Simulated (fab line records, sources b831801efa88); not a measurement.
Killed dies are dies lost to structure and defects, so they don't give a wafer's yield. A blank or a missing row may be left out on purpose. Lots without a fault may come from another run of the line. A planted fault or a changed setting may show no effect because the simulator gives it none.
fab line records | flow sky130
record lots=5 wafers=15 last_day=50
route steps=708 shown CONTACT@421 METAL1@434 PAD_OPEN@708
lots that met no fault: from a run of the same line without faults
start_h: hours from the record's first day to the start of the lot's first wafer shown | wait_h: hours since the lot's step before | " the same as in the row above | L1.1+2: a row that stands for several wafers | - no value, or no start given | * or withheld: withheld | < > ~ a bound
route shown NAME@n: a module of which the file shows steps, and the number in the route of the first | usual: mean/standard deviation of fault-free wafers | same: alike in all rows | chamber/n: place in a boat | sites: the reading at each site | _std_site: their standard deviation | _edge_site: outer sites' mean less inner sites' | radius_mm: how far each site lies from the wafer's centre | mask NAME#n: copy n | behind: the tool/chamber that last shaped the wafer | hold: why the lot was held/for how many hours/how that ended | device: the transistor (n, p or np) that didn't switch | end of line: the same wafers' tests at the end of the route | a step without rows: its recipe alone | killed: dies lost to structure and defects at the first sort, not the wafer's yield | map: a wafer's dies, x killed, . not, _ none there
set.NAME: the setting as run; set.NAME@STEP: as run at that earlier step | model.NAME: the simulator's own value behind a step, which no gauge read
lots at some steps of the route; a table a step, a row a wafer
services: from which hour (start_h, from the record's first day; less than 0 if before it) a tool's chamber was out of use, for how many hours, and why
## steps
# step SKY_CONTACT_OVL_MEAS_15
# usual CONTACT_OVL=2/5.2
# columns lot.wafer tool chamber start_h wait_h CONTACT_OVL[nm]
L100.3 overlay-01 - 734.60 0.1 -5
L100.4 " - " " 2
L100.6 " - " " 6
L112.2 overlay-01 - 828.90 0.1 12
L112.3 " - " " 2
L112.6 " - " " 0
L114.2 overlay-01 - 847.80 0.1 0
L114.5 " - " " 1
L114.6 " - " " 8
L118.2 overlay-01 - 868.39 0.1 4
L118.3 " - " " -2
L118.6 " - " " 13
L122.3 overlay-02 - 903.41 0.1 0
L122.5 " - " " 2
L122.6 " - " " 7
# step SKY_CONTACT_ETCH_16
# recipe chemistry=N2/H2 target=BARC ion_energy_ev=200 source_w=500 bias_w=100 pressure_mtorr=30 n2_flow_sccm=100 h2_flow_sccm=200 stop_on=SiO2 time_s=45.9 target_depth_a=600
# usual drypump_motor_current_A=5.7/0.36 oes_product_au=0.854/0.0048 throttle_valve_pct=13.225/0.0098
# columns lot.wafer tool chamber start_h wait_h drypump_motor_current_A oes_product_au rf_hours_counter_h throttle_valve_pct
L100.3 rie_diel-04 0 734.62 0.0 6.0 0.865 1 13.235
L100.4 " 0 " " 6.0 0.857 - 13.213
L100.6 " 3 " " 5.9 0.854 - 13.221
L112.2 rie_diel-03 0 828.93 0.0 6.0 0.859 8 13.218
L112.3 " 3 " " 5.5 0.857 16 13.228
L112.6 " 3 " " 5.5 0.848 - 13.215
L114.2 rie_diel-03 2 847.83 0.0 5.9 0.850 1 13.226
L114.5 " 0 " " 6.0 0.849 - 13.231
L114.6 " 3 " " 5.5 0.857 - 13.215
L118.2 rie_diel-02 3 868.42 0.0 5.6 0.859 14 13.230
L118.3 " 0 " " 6.2 0.854 15 13.211
L118.6 " 0 " " 6.2 0.853 - 13.231
L122.3 rie_diel-02 2 903.44 0.0 5.6 0.851 22 13.215
L122.5 " 2 " " 5.6 0.852 - 13.227
L122.6 " 3 " " 5.6 0.851 - 13.218
# step SKY_CONTACT_ETCH_17
# recipe target=SiO2 chemistry=C4F8/O2/Ar stop_on=Si3N4 mask_material=KrF-thick source_w=1500 bias_w=1200 pressure_mtorr=40 c4f8_flow_sccm=withheld O2_flow_sccm=6 Ar_flow_sccm=300 time_s=withheld target_depth_a=3400
# step SKY_CONTACT_ETCH_18
# recipe target=Si3N4 chemistry=CHF3/O2 stop_on=TiN source_w=600 bias_w=200 pressure_mtorr=40 chf3_flow_sccm=50 O2_flow_sccm=5 time_s=39 target_depth_a=750
# usual chf3_flow_sccm=50.01/0.13 drypump_motor_current_A=5.7/0.36 oes_product_au=0.852/0.0076 throttle_valve_pct=8.792/0.0088
# columns lot.wafer tool chamber start_h wait_h chf3_flow_sccm drypump_motor_current_A oes_product_au rf_hours_counter_h throttle_valve_pct
L100.3 rie_diel-04 0 - - 49.66 6.0 0.842 1 8.796
L100.4 " 0 " " 49.85 6.0 0.848 - 8.794
L100.6 " 3 " " 50.02 5.9 0.856 - 8.781
L112.2 rie_diel-03 0 - - 50.05 5.9 0.846 8 8.770
L112.3 " 3 " " 49.94 5.4 0.848 16 8.790
L112.6 " 3 " " 50.09 5.5 0.849 - 8.797
L114.2 rie_diel-03 2 - - 49.86 5.9 0.853 1 8.789
L114.5 " 0 " " 50.27 6.0 0.849 - 8.782
L114.6 " 3 " " 49.98 5.5 0.854 - 8.791
L118.2 rie_diel-02 3 - - 50.19 5.6 0.846 14 8.779
L118.3 " 0 " " 50.02 6.1 0.841 15 8.786
L118.6 " 0 " " 50.04 6.1 0.859 - 8.800
L122.3 rie_diel-02 2 - - 50.00 5.6 0.846 22 8.790
L122.5 " 2 " " 50.15 5.6 0.848 - 8.814
L122.6 " 3 " " 49.92 5.6 0.847 - 8.798
# step SKY_CONTACT_STRIP_19
# recipe chemistry=O2/N2 power_w=1400 pressure_mtorr=1500 platen_temp_c=withheld o2_flow_sccm=3000 n2_flow_sccm=300 overash_fraction=0.5
# step SKY_CONTACT_STRIP_20
# recipe chemistry=post_etch_residue_remover time_s=1200 temp_c=72.5
# step SKY_CONTACT_CLEAN_21
# recipe chemistry=IPA time_s=180 temp_c=25
# step SKY_CONTACT_CLEAN_22
# recipe chemistry=O3/DIW dry=n2_spin
# step SKY_CONTACT_SPUTTER_23
# recipe material=TiN target_thk_nm=20 chamber_pressure_pa=5 power_w=4000 time_s=80
# usual cathode_dc_power_W=4000.1/0.71 throttle_valve_pct=29.4/1
# columns lot.wafer tool chamber start_h wait_h cathode_dc_power_W throttle_valve_pct
L100.3 pvd_sputter-02 - 735.34 0.0 3999.7 28.6
L100.4 " - " " 3999.4 29.7
L100.6 " - " " 4000.4 28.0
L112.2 pvd_sputter-03 - 829.69 0.0 3999.8 30.6
L112.3 " - " " 4001.9 30.7
L112.6 " - " " 3999.5 30.6
L114.2 pvd_sputter-03 - 848.60 0.0 3999.7 31.3
L114.5 " - " " 4000.7 29.3
L114.6 " - " " 4000.2 31.6
L118.2 pvd_sputter-03 - 869.14 0.0 4000.4 31.7
L118.3 " - " " 3999.0 30.6
L118.6 " - " " 3999.8 29.4
L122.3 pvd_sputter-02 - 904.16 0.0 3999.4 27.9
L122.5 " - " " 3999.7 29.8
L122.6 " - " " 4000.5 29.2
# step SKY_CONTACT_CVD_24
# recipe material=W target_thk_nm=340 time_s=102.12 temp_c=400 pressure_torr=40
# usual heater_power_w=804/54
# columns lot.wafer tool chamber start_h wait_h heater_power_w
L100.3 cvd_w-01 1 735.44 0.1 801
L100.4 " 0 " " 770
L100.6 " 1 " " 798
L112.2 cvd_w-01 1 829.75 0.0 805
L112.3 " 0 " " 779
L112.6 " 0 " " 755
L114.2 cvd_w-01 0 848.66 0.0 771
L114.5 " 0 " " 767
L114.6 " 1 " " 795
L118.2 cvd_w-02 0 869.21 0.0 764
L118.3 " 1 " " 899
L118.6 " 1 " " 906
L122.3 cvd_w-01 1 904.26 0.1 795
L122.5 " 0 " " 776
L122.6 " 1 " " 819
# step SKY_CONTACT_RS_MEAS_25
# recipe thk_meas_gauge=four-point-probe reads=W_of_CONTACT_CVD_24+TiN_of_CONTACT_SPUTTER_23
# usual CONTACT_W_RS=0.339/0.0065
# columns lot.wafer tool chamber start_h wait_h CONTACT_W_RS[ohm/sq]
L100.3 film_metro-03 - 735.56 0.1 0.334
L100.4 " - " " 0.339
L100.6 " - " " 0.336
L112.2 film_metro-01 - 829.88 0.1 0.333
L112.3 " - " " 0.332
L112.6 " - " " 0.331
L114.2 film_metro-04 - 848.79 0.1 0.333
L114.5 " - " " 0.331
L114.6 " - " " 0.334
L118.2 film_metro-01 - 869.34 0.1 0.344
L118.3 " - " " 0.346
L118.6 " - " " 0.351
L122.3 film_metro-03 - 904.38 0.1 0.333
L122.5 " - " " 0.331
L122.6 " - " " 0.331
# step SKY_CONTACT_THK_MEAS_26
# recipe thk_meas_gauge=xrf reads=W_of_CONTACT_CVD_24
# usual CONTACT_W_THK=345/7.5
# columns lot.wafer tool chamber start_h wait_h CONTACT_W_THK[nm]
L100.3 film_metro-03 - 735.66 0.1 355
L100.4 " - " " 351
L100.6 " - " " 353
L112.2 film_metro-01 - 829.99 0.1 356
L112.3 " - " " 357
L112.6 " - " " 358
L114.2 film_metro-04 - 848.90 0.1 359
L114.5 " - " " 360
L114.6 " - " " 357
L118.2 film_metro-01 - 869.45 0.1 338
L118.3 " - " " 338
L118.6 " - " " 334
L122.3 film_metro-03 - 904.48 0.1 346
L122.5 " - " " 348
L122.6 " - " " 348
# step SKY_CONTACT_CMP_27
# recipe stop_on=SiO2 t_overpolish_s=15 down_force_psi=3.5 platen_rpm=60 target_thk_nm=0 pad_velocity_m_s=0.94248
# usual motor_current_A=10.9/0.83 overpolish_run_s=15.000/0.0085 time_to_endpoint_s=82/4.4
# columns lot.wafer tool chamber start_h wait_h motor_current_A overpolish_run_s time_to_endpoint_s
L100.3 cmp-02 2 735.70 0.0 10.7 15.005 80
L100.4 " 0 " " 11.3 15.011 79
L100.6 " 3 " " 9.4 15.014 86
L112.2 cmp-01 0 830.04 0.0 12.0 15.016 80
L112.3 " 1 " " 10.2 14.987 79
L112.6 " 0 " " 11.9 15.000 81
L114.2 cmp-01 2 849.00 0.1 11.7 14.981 82
L114.5 " 1 " " 9.8 14.992 79
L114.6 " 2 " " 11.9 14.990 81
L118.2 cmp-02 3 869.50 0.0 9.6 0.038 124
L118.3 " 0 " " 11.8 0.038 123
L118.6 " 3 " " 9.8 15.010 88
L122.3 cmp-01 3 904.62 0.1 11.2 15.005 84
L122.5 " 1 " " 10.8 14.997 80
L122.6 " 2 " " 11.5 14.989 83
# step SKY_METAL1_SPUTTER_00
# recipe material=Ti target_thk_nm=15 power_w=3000 time_s=10 chamber_pressure_pa=0.4
# usual cathode_dc_power_W=3000.0/0.56 throttle_valve_pct=30.1/1.2
# columns lot.wafer tool chamber start_h wait_h cathode_dc_power_W throttle_valve_pct
L100.3 pvd_sputter-03 - 736.00 0.2 3000.5 31.0
L100.4 " - " " 2999.9 31.5
L100.6 " - " " 3000.5 31.3
L112.2 pvd_sputter-03 - 830.34 0.2 3000.1 31.3
L112.3 " - " " 3000.2 31.3
L112.6 " - " " 2999.5 30.6
L114.2 pvd_sputter-01 - 849.25 0.2 2999.7 29.8
L114.5 " - " " 3000.3 27.8
L114.6 " - " " 2999.8 29.6
L118.6 pvd_sputter-04 - 869.81 0.1 2999.8 30.5
L122.3 pvd_sputter-01 - 904.82 0.1 3000.2 27.6
L122.5 " - " " 2999.3 29.8
L122.6 " - " " 3000.5 27.6
# step SKY_PAD_OPEN_PROBE_99
# usual killed_at_M0_to_M3=43/7.3 killed_at_M4_up=3.1/1.7 killed_at_contacts=25/5.3 killed_at_front_end=14/4.1 killed_at_other=0.3/0.56 killed_dies=85/9.4 killed_on_rim=17/4 killed_open=46/7.4 killed_short=38/5.8
# same gross_dies=492 killed_at_back_side=0
# columns lot.wafer tool chamber start_h wait_h killed_at_M0_to_M3 killed_at_M4_up killed_at_contacts killed_at_front_end killed_at_other killed_dies killed_on_rim killed_open killed_short
L114.2 prober-01 - 1161.71 0.1 36 5 22 12 1 76 13 38 38
L114.5 prober-01 - 1161.86 0.2 37 4 23 14 0 78 14 46 32
L114.6 prober-01 - 1161.91 0.2 49 2 29 12 0 92 24 49 43
L118.2 prober-01 - 1176.14 0.1 50 1 417 23 1 492 96 52 50
L118.3 prober-01 - 1176.19 0.2 44 4 430 14 0 492 96 47 47
L122.3 prober-02 - 1197.24 0.2 43 2 20 11 0 76 21 37 39
L122.5 prober-02 - 1197.34 0.2 43 3 22 21 0 89 16 47 42
L122.6 prober-02 - 1197.39 0.2 26 3 23 15 0 67 13 38 29
# killed by level:class
L114.2 CONTACT:geometric_particle:open=11 LOCAL_INTERCONNECT:geometric_particle:short=6 VIA1:geometric_particle:open=6 VIA2:geometric_particle:open=5 VIA3:geometric_particle:open=5 METAL3:geometric_particle:short=4 VIA1:geometric_particle:short=4 FIELD_ISO:geometric_particle:open=3
L114.5 VIA1:geometric_particle:open=8 CONTACT:geometric_particle:open=7 LI_CONTACT:geometric_particle:open=6 FIELD_ISO:geometric_particle:open=5 VIA2:geometric_particle:open=5 METAL2:geometric_particle:open=5 POLY_GATE:geometric_particle:open=4 LOCAL_INTERCONNECT:geometric_particle:short=4
L114.6 VIA1:geometric_particle:open=12 CONTACT:geometric_particle:open=10 METAL2:geometric_particle:short=8 FIELD_ISO:geometric_particle:open=7 CONTACT:geometric_particle:short=7 LI_CONTACT:geometric_particle:open=6 VIA1:geometric_particle:short=6 VIA2:geometric_particle:short=5
L118.2 CONTACT:area_cmp=390 VIA1:geometric_particle:open=14 POLY_GATE:geometric_particle:short=10 METAL2:geometric_particle:short=10 CONTACT:geometric_particle:open=10 LI_CONTACT:geometric_particle:open=7 FIELD_ISO:geometric_particle:short=6 VIA1:geometric_particle:short=6
L118.3 CONTACT:area_cmp=398 CONTACT:geometric_particle:open=10 VIA1:geometric_particle:open=8 POLY_GATE:geometric_particle:short=7 LOCAL_INTERCONNECT:geometric_particle:short=7 VIA3:geometric_particle:open=7 LI_CONTACT:geometric_particle:open=6 METAL2:geometric_particle:short=6
L122.3 VIA1:geometric_particle:open=12 VIA2:geometric_particle:open=8 CONTACT:geometric_particle:short=6 VIA1:geometric_particle:short=6 CONTACT:geometric_particle:open=5 LOCAL_INTERCONNECT:geometric_particle:short=5 FIELD_ISO:geometric_particle:short=4 FIELD_ISO:geometric_particle:open=3
L122.5 VIA1:geometric_particle:open=13 CONTACT:geometric_particle:open=8 FIELD_ISO:geometric_particle:open=6 CONTACT:geometric_particle:short=6 FIELD_ISO:geometric_particle:short=5 METAL1:geometric_particle:short=5 POLY_GATE:geometric_particle:open=4 VIA3:geometric_particle:open=4
L122.6 VIA1:geometric_particle:open=9 CONTACT:geometric_particle:open=8 LI_CONTACT:geometric_particle:open=7 FIELD_ISO:geometric_particle:open=4 METAL1:geometric_particle:short=4 VIA1:geometric_particle:short=4 FIELD_ISO:geometric_particle:short=3 METAL2:geometric_particle:short=3
# map L118.2 (x killed, . not)
__________xxxxxxxxxx_________
________xxxxxxxxxxxxxx_______
______xxxxxxxxxxxxxxxxxx_____
_____xxxxxxxxxxxxxxxxxxxx____
____xxxxxxxxxxxxxxxxxxxxxx___
___xxxxxxxxxxxxxxxxxxxxxxxx__
__xxxxxxxxxxxxxxxxxxxxxxxxxx_
_xxxxxxxxxxxxxxxxxxxxxxxxxxxx
_xxxxxxxxxxxxxxxxxxxxxxxxxxxx
_xxxxxxxxxxxxxxxxxxxxxxxxxxxx
_xxxxxxxxxxxxxxxxxxxxxxxxxxxx
_xxxxxxxxxxxxxxxxxxxxxxxxxxxx
_xxxxxxxxxxxxxxxxxxxxxxxxxxxx
_xxxxxxxxxxxxxxxxxxxxxxxxxxxx
_xxxxxxxxxxxxxxxxxxxxxxxxxxxx
__xxxxxxxxxxxxxxxxxxxxxxxxxx_
___xxxxxxxxxxxxxxxxxxxxxxxx__
____xxxxxxxxxxxxxxxxxxxxxx___
_____xxxxxxxxxxxxxxxxxxxx____
______xxxxxxxxxxxxxxxxxx_____
________xxxxxxxxxxxxxx_______
__________xxxxxxxxxx_________
# map L100.3 (x killed, . not)
__________....x....._________
________...........x.._______
______.........x.xx....x_____
_____..........x.........____
____x....x.........x...x.x___
___...............x...xx...__
__.......x.x..x.xx.....x...._
_.x............x...x.....x...
_x..x..........x.........x.x.
_.xx..x...x....x...x.........
_.x......x.x.......x.........
_.x.xx...x...........xxxx....
_.........xx.......x.x.x....x
_..x..x.x......x...........x.
_.......x...............x....
__.....x..x.xx.............._
___.......xxx.x.x.x.x.x...x__
____..x.x...x.xx.......xx.___
_____..x.x.......x..x..x.____
______.......x..x.....xx_____
________x.x..xx....x.x_______
__________...x.x...._________
## services
# columns tool chamber start_h hours kind
cmp-02 - 725.80 3.7 repair
cvd_w-02 - 735.96 1.2 repair
cmp-01 - 744.11 4.0 pm
rie_diel-02 1 746.39 23.2 repair
cmp-01 - 747.65 1.1 repair
rie_diel-02 2 759.12 6.2 repair
cmp-01 - 761.06 4.8 pm
cmp-02 - 762.19 2.6 repair
rie_diel-04 - 774.05 2.8 pm
pvd_sputter-01 - 778.26 2.4 repair
rie_diel-02 1 789.37 4.6 repair
pvd_sputter-02 - 792.97 1.8 repair
cmp-02 - 812.50 12.4 pm
cmp-02 - 831.38 0.6 repair
cmp-02 - 846.90 5.6 pm
rie_diel-02 0 851.50 2.8 repair
cvd_w-02 - 851.63 0.8 repair
cvd_w-01 - 854.92 3.8 pm
cvd_w-01 - 865.33 14.6 pm
cmp-01 - 874.98 3.9 repair
rie_diel-04 - 892.11 28.1 pm
pvd_sputter-03 1 894.78 - consumable_replace:kit
cmp-01 - 894.80 0.4 repair
cvd_w-02 - 904.00 14.0 pm
## key
first_sign step=SKY_CONTACT_CMP_27 reading=overpolish_run_s direction=down sigmas=99+ usual=15.000 struck=0.038
effect step=SKY_CONTACT_CMP_27 reading=time_to_endpoint_s direction=up sigmas=9.5 usual=* struck=*
effect step=SKY_PAD_OPEN_PROBE_99 reading=killed_at_contacts direction=up sigmas=75 usual=25 struck=424
more_kills_born_at SKY_CONTACT_CMP_27@cmp-02=788
met_at SKY_CONTACT_CMP_27
struck_wafers L118.2,L118.3
later_rows_left_out L118.2,L118.3
tester_left_out L118
onset_between 735.70 869.50
fault kind=process_parameter_drift tool=cmp-02 chamber=- onset_h=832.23 steps=SKY_CONTACT_CMP_27 channel=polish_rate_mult offset=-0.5 shape=step end_h=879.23 scope=struck_wafers_only
# tester_left_out: of these lots the tester's yield and bins aren't shown, on N5 and GAA mostly nor the transistor test; their killed dies are dies lost to structure and defects alone, not to doping, threshold or leakage, so they don't give the yield
# later_rows_left_out: the simulator's readings of these wafers behind a module that went badly wrong aren't trusted and aren't shown, but for the sort
